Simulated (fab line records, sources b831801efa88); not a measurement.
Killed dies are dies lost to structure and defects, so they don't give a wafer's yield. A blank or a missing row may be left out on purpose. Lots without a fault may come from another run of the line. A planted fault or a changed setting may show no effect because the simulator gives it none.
Which tool did it? | flow sky130 | 14 lots, 42 wafers sampled, at 4 steps of a route of 708

WHAT THE GAUGES READ, wafer by wafer
SKY_CAPM_THK_MEAS_04: measures by xrf. Usual: CAPM_TIN_THK 198.7 nm, standard deviation 2.5.
lot  | measured     | on            | CAPM_TIN_THK (nm) | flag
L296 | day 36 07:58 | film_metro-01 | 194.0 201.4 197.5 |
L297 | day 36 11:47 | film_metro-01 | 199.8 196.3 199.4 |
L298 | day 36 17:34 | film_metro-01 | 202.8 199.6 195.7 |
L301 | day 38 11:37 | film_metro-02 | 198.6 197.8 198.3 |
L300 | day 38 17:03 | film_metro-04 | 198.2 198.1 197.5 |
L299 | day 38 18:01 | film_metro-04 | 197.5 197.1 197.7 |
L302 | day 38 20:02 | film_metro-01 | 202.4 199.5 198.7 |
L305 | day 40 08:04 | film_metro-02 | 201.1 198.7 197.9 |
L306 | day 40 08:50 | film_metro-01 | 195.5 195.3 199.7 |
L308 | day 40 09:07 | film_metro-02 | 196.5 199.4 198.0 |
L311 | day 40 16:34 | film_metro-02 | 204.6 201.8 199.6 |
L310 | day 40 19:50 | film_metro-04 | 199.9 199.0 203.5 |
L312 | day 41 04:57 | film_metro-01 | 198.6 197.7 196.8 |
L318 | day 42 19:11 | film_metro-01 | 196.5 198.3 196.2 |

SKY_PAD_OPEN_BOW_MEAS_13. Usual: PAD_OPEN_BOW 48 um, standard deviation 8.9.
lot  | measured     | on            | PAD_OPEN_BOW (um) | flag
L296 | day 45 16:17 | film_metro-01 | 64 56 62          |
L297 | day 45 23:32 | film_metro-02 | 48 50 47          |
L298 | day 46 02:11 | film_metro-02 | 52 51 45          |
L301 | day 47 11:19 | film_metro-02 | 47 46 52          |
L300 | day 47 14:50 | film_metro-03 | 50 58 59          |
L299 | day 47 16:22 | film_metro-03 | 48 50 42          |
L302 | day 47 19:22 | film_metro-01 | 48 46 52          |
L305 | day 49 00:16 | film_metro-02 | 45 43 67          |
L306 | day 49 00:42 | film_metro-01 | 38 34 34          |
L308 | day 49 01:45 | film_metro-02 | 33 43 40          |
L311 | day 49 02:33 | film_metro-02 | 51 38 49          |
L310 | day 49 05:37 | film_metro-03 | 58 55 61          |
L312 | day 49 13:55 | film_metro-01 | 30 49 48          |
L318 | day 50 16:11 | film_metro-03 | 40 43 29          |

WHICH TOOL RAN EACH LOT (tool, then ch and the chambers of the sampled wafers, then the start)
lot  | SKY_METAL3_ETCH_17                 | SKY_CAP2M_CLEAN_16
L296 | rie_diel-03 ch 0,1,3, day 38 13:23 | wet_bench-02 ch 3, day 40 17:19
L297 | rie_diel-03 ch 2,3, day 38 17:29   | wet_bench-02 ch 3, day 40 22:17
L298 | rie_diel-03 ch 0,1, day 38 23:02   | wet_bench-03 ch 3, day 41 03:12
L301 | rie_diel-04 ch 0,1,2, day 40 13:35 | wet_bench-04 ch 3, day 42 17:00
L300 | rie_diel-03 ch 0,1,2, day 40 19:14 | wet_bench-03 ch 3, day 42 22:02
L299 | rie_diel-02 ch 0,2,3, day 40 19:53 | wet_bench-04 ch 1, day 42 22:51
L302 | rie_diel-02 ch 0,2,3, day 41 00:50 | wet_bench-03 ch 3, day 43 04:05
L305 | rie_diel-02 ch 1,2,3, day 42 08:46 | wet_bench-03 ch 2, day 44 10:43
L306 | rie_diel-03 ch 0,1, day 42 09:07   | wet_bench-03 ch 2, day 44 11:28
L308 | rie_diel-02 ch 0,1,3, day 42 09:17 | wet_bench-03 ch 0, day 44 11:35
L311 | rie_diel-03 ch 1,3, day 42 14:39   | wet_bench-02 ch 1, day 44 15:32
L310 | rie_diel-02 ch 0,1, day 42 19:13   | wet_bench-02 ch 0, day 44 19:56
L312 | rie_diel-04 ch 0,2, day 43 04:40   | wet_bench-02 ch 3, day 45 05:29
L318 | rie_diel-04 ch 0,1,2, day 44 17:49 | wet_bench-04 ch 0, day 46 14:58
- SKY_METAL3_ETCH_17: etches SiO2 in C4F8/O2/Ar, stops on TiN, time 3.9 s, target depth 15 nm.
- SKY_CAP2M_CLEAN_16: cleans in IPA, time 180 s.

WHAT THE TOOLS THEMSELVES READ (means of the sampled wafers that have a number; where no wafer has one, the mark that the record gives instead)
SKY_METAL3_ETCH_17. Usual: oes_product_au 0.749 a.u., standard deviation 0.0069.
lot  | tool        | oes_product_au (a.u.) | flag
L296 | rie_diel-03 | 0.743                 |
L297 | rie_diel-03 | 0.749                 |
L298 | rie_diel-03 | 0.745                 |
L301 | rie_diel-04 | 0.749                 |
L300 | rie_diel-03 | 0.755                 |
L299 | rie_diel-02 | 0.742                 |
L302 | rie_diel-02 | 0.746                 |
L305 | rie_diel-02 | 0.751                 |
L306 | rie_diel-03 | 0.754                 |
L308 | rie_diel-02 | 0.754                 |
L311 | rie_diel-03 | 0.750                 |
L310 | rie_diel-02 | 0.747                 |
L312 | rie_diel-04 | 0.751                 |
L318 | rie_diel-04 | 0.744                 |

SKY_CAP2M_CLEAN_16. Usual: temp_c 24.98 C, standard deviation 0.11.
lot  | tool         | temp_c (C) | flag
L296 | wet_bench-02 | 24.92      |
L297 | wet_bench-02 | 24.86      |
L298 | wet_bench-03 | 25.03      |
L301 | wet_bench-04 | 25.02      |
L300 | wet_bench-03 | 25.06      |
L299 | wet_bench-04 | 25.05      |
L302 | wet_bench-03 | 24.98      |
L305 | wet_bench-03 | 25.03      |
L306 | wet_bench-03 | 24.97      |
L308 | wet_bench-03 | 25.06      |
L311 | wet_bench-02 | 25.06      |
L310 | wet_bench-02 | 24.85      |
L312 | wet_bench-02 | 24.98      |
L318 | wet_bench-04 | 24.96      |

THE ANSWER, worked out from the rows above alone
Rule: a lot is off if the mean of its wafers that have a number lies more than 3 standard deviations from the usual mean. A lot without any number at a reading at which 4 lots or more have one is off too. The other lots that the step has rows for count as sound. The gauges are gone through in route order, then the tools' own readings, and for those a lot's mean is taken as printed above. The first step at which some lot is off is used, and at that step the reading that is off furthest; a lot without a number counts as furthest.
No lot is off at any reading shown: from this, nothing can be told.

WHAT THE SIMULATOR HAD PUT IN
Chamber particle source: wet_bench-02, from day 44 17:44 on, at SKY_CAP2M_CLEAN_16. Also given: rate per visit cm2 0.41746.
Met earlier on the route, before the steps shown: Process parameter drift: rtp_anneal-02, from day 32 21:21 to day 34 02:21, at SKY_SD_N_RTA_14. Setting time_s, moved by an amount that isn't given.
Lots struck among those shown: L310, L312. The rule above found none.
